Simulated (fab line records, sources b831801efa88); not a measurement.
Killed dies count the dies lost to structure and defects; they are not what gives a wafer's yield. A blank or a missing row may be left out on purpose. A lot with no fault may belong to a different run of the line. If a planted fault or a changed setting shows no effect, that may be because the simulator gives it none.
One fault through the eyes of 2 desks | flow gf180mcu | each desk holds nothing but its own numbers, with what lay behind them at the end

## METROLOGY DESK
What the gauges read for every lot (on any tool): the sampled wafers with a number, averaged. If a lot's mean is further than 4 standard deviations from the usual mean, the lot is out of limits and carries the mark OUT (the distance appears in the brackets).
Columns: A = DUAL_GATE_OVL at GF_DUAL_GATE_OVL_MEAS_11, usual 1.6 nm; B = POLY_GATE_OXIDATION_THK at GF_POLY_GATE_THK_MEAS_17, usual 3.99 nm
lot  | first seen here | A    | B
L589 | day 8 07:28     | -0.2 | 4.06
L591 | day 8 21:07     | 1.5  | 3.98
L594 | day 9 18:04     | 1.8  | 4.09
L596 | day 10 07:22    | -0.7 | 4.08
L598 | day 10 21:34    | 1.7  | 3.93
L599 | day 11 01:31    | 1.2  | 3.97
L602 | day 12 07:52    | 2.7  | 4.06
L603 | day 12 19:28    | 1.7  | 4.16
L606 | day 13 06:43    | 1.1  | 3.92
L607 | day 13 17:34    | 1.6  | 4.05
L609 | day 14 07:19    | 3.3  | 3.79
L610 | day 14 09:16    | 0.1  | 3.99
L611 | day 14 14:24    | 3.3  | 3.96
L612 | day 14 23:57    | 2.1  | 3.99
Result from this desk: across the 14 lots, nothing is out of limits.

## TOOL OWNER'S DESK, implanter-01
The tool's own readings at GF_HV_LDD_IMPLANT_21: means of the sampled wafers that have a number, for each lot that ran on this tool. If a lot's mean is further than 4 standard deviations from the usual mean, the lot is out of limits and carries the mark OUT (the distance appears in the brackets).
Columns: A = beam-energy-keV at GF_HV_LDD_IMPLANT_21, usual 25.000; B = beam-on-s at GF_HV_LDD_IMPLANT_21, usual 10.02 s
lot  | first seen here | A                        | B
L591 | day 11 06:31    | 25.004                   | 10.02
L594 | day 12 05:46    | 24.169 (-99 or more) OUT | 10.11
L596 | day 12 21:34    | 24.165 (-99 or more) OUT | 9.87
L606 | day 16 05:11    | 25.002                   | 10.10
L610 | day 17 10:17    | 25.002                   | 9.91
L612 | day 18 00:27    | 25.011                   | 10.34
Finding of this desk: L594, L596 out of limits; the first was L594 at day 12 05:46, on beam-energy-keV at GF_HV_LDD_IMPLANT_21. L591, L606, L610, L612 stayed within limits.

## BROUGHT TOGETHER
At day 12 05:46, on L594, L596, the tool owner's desk was in a position to raise an alarm.
Metrology desk: nothing out of limits seen.
The metrology desk holds a record of L594, L596, inside its limits.
Of the lots named, all ran GF_HV_LDD_IMPLANT_21 on implanter-01.

## WHAT THE SIMULATOR PUT IN
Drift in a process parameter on implanter-01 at GF_HV_LDD_IMPLANT_21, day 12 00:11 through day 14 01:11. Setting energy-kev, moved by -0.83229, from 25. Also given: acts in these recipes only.
Shown lots that were struck: L594, L596.
Time in hours from fault onset to the first out-of-limits reading at each desk: the tool owner's desk, 6.
